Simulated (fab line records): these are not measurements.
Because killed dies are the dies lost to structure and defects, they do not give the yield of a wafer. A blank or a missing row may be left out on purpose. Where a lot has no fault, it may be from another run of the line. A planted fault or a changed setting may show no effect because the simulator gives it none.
What tool caused it? | flow gf180mcu | 40 wafers from 14 lots sampled at 4 of the route's 602 steps

== WHAT EACH GAUGE READ, for each wafer ==
GF_POLY_GATE_THK_MEAS_17.
lot  | measured     | on            | POLY_GATE_OXIDATION_THK (nm)
L791 | day 9 01:12  | film metro-02 | 4.03 4.10 4.05
L795 | day 10 13:05 | film metro-03 | 4.09 4.07 4.06
L794 | day 10 13:07 | film metro-02 | 4.15 4.07 4.14
L796 | day 11 03:56 | film metro-03 | 4.03 3.86 3.95
L797 | day 11 14:43 | film metro-02 | 3.96 4.00 3.97
L799 | day 12 00:11 | film metro-01 | 3.91 3.94 3.96
L798 | day 12 01:06 | film metro-02 | 3.90
L800 | day 12 11:17 | film metro-02 | 3.98 3.99 3.95
L801 | day 12 16:41 | film metro-03 | 4.01 3.96 3.99
L809 | day 14 17:07 | film metro-02 | 4.07 4.17 4.03
L811 | day 15 02:59 | film metro-02 | 3.95 3.97 4.06
L812 | day 15 11:58 | film metro-03 | 4.05 4.09 4.01
L813 | day 15 19:26 | film metro-02 | 4.03 4.11 4.24
L814 | day 16 03:59 | film metro-03 | 3.94 4.05 3.95

GF_HV_LDD_TW_MEAS_23.
lot  | measured     | on            | HV_LDD_2_TW
L791 | day 10 12:17 | film metro-04 | 1056 1053 1060
L795 | day 12 02:09 | film metro-03 | 1059 1064 1056
L794 | day 12 02:56 | film metro-03 | 1061 1059 1055
L796 | day 12 19:01 | film metro-04 | 1062 1062 1062
L797 | day 13 05:46 | film metro-01 | 1027 1028 1022
L799 | day 13 15:04 | film metro-04 | 1056 1054 1048
L798 | day 13 16:52 | film metro-01 | 1031
L800 | day 14 03:49 | film metro-03 | 1067 1063 1066
L801 | day 14 09:19 | film metro-01 | 1030 1028 1028
L809 | day 16 12:43 | film metro-01 | 1046 1048 1042
L811 | day 16 23:16 | film metro-03 | 1070 1062 1061
L812 | day 17 09:28 | film metro-03 | 1071 1079 1069
L813 | day 17 18:16 | film metro-01 | 1055 1051 1057
L814 | day 18 01:55 | film metro-04 | 1054 1055 1049

GF_HV_LDD_CD_MEAS_46 targets a cd of 400 nm.
lot  | measured     | on        | cd nm (nm)
L791 | day 12 01:31 | cd sem-02 | 398.9 402.1 399.3
L795 | day 13 17:46 | cd sem-02 | 399.5 400.1 400.7
L794 | day 13 18:58 | cd sem-02 | 398.5 397.7 398.5
L796 | day 14 11:55 | cd sem-02 | 400.3 401.1 402.4
L797 | day 15 00:03 | cd sem-01 | 403.1 401.7 397.7
L799 | day 15 09:18 | cd sem-02 | 398.8 606.4 396.6 399.4 606.5 396.7
L798 | day 15 11:39 | cd sem-01 | 609.2 609.4
L800 | day 15 22:51 | cd sem-01 | 397.4 399.4 396.9
L801 | day 16 05:26 | cd sem-02 | 405.1 404.4 403.9
L809 | day 18 10:46 | cd sem-01 | 400.6 399.3 398.2
L811 | day 19 05:28 | cd sem-02 | 399.5 400.8 399.8
L812 | day 19 09:21 | cd sem-02 | 402.1 399.4 398.7
L813 | day 19 18:04 | cd sem-01 | 401.6 400.7 400.8
L814 | day 20 02:06 | cd sem-02 | 399.9 399.2 399.5

== WHICH TOOL RAN EACH LOT (tool, then ch and the chambers of the sampled wafers, then the start) ==
lot  | GF_HV_LDD_COAT_41
L791 | litho track-04 ch 0, day 11 15:59
L795 | litho track-01 ch 0, day 13 07:27
L794 | litho track-01 ch 0, day 13 08:28
L796 | litho track-04 ch 0, day 14 00:44
L797 | litho track-04 ch 0, day 14 13:27
L799 | litho track-04 ch 0, day 14 22:14
L798 | litho track-04 ch 0, day 15 00:47
L800 | litho track-01 ch 0, day 15 11:54
L801 | litho track-01 ch 0, day 15 18:25
L809 | litho track-01 ch 0, day 17 23:42
L811 | litho track-02 ch 0, day 18 17:35
L812 | litho track-04 ch 0, day 18 21:12
L813 | litho track-01 ch 0, day 19 05:46
L814 | litho track-01 ch 0, day 19 14:00
- GF_HV_LDD_COAT_41: resist thk 1000 nm.

== AS READ BY THE TOOLS THEMSELVES (means over the sampled wafers that have a number; for cases with no such wafer, the mark the record gives instead) ==
The record holds no such reading with a usual standard deviation.

== THE ANSWER, worked out from the rows above alone ==
Rule: the lots themselves supply what counts as usual. The widest of any qualifying gaps counts: lots, ordered by their means at a reading, are off when they make up no more than a third of the lots, leave a main group of 4 or more, and stand apart from it by 3 or more times the standard deviation of that group's means. The tables above print the reading to a certain number of digits; a main group whose means all agree to those digits is not used. Also off: a lot with no number at a reading for which 4 or more lots have one. All remaining lots with rows at the step are treated as sound. Order of review: gauges by route order, followed by the tools' own readings, for which a lot's mean as printed above is used. At the first step where some lot is off, the reading lying furthest off is the one used; lots without a number count as furthest.
Off: L799, L798, at GF_HV_LDD_CD_MEAS_46 (cd nm). Main group: mean 400.2 nm, sd 1.6.
If a tool, at a process step before that reading, ran all the lots that are off and no sound lot after the first of them, it fits. The gauges at GF_HV_LDD_CD_MEAS_46 are tried like those tools. No candidate that was tried fits.

== WHAT THE SIMULATOR HAD PUT IN ==
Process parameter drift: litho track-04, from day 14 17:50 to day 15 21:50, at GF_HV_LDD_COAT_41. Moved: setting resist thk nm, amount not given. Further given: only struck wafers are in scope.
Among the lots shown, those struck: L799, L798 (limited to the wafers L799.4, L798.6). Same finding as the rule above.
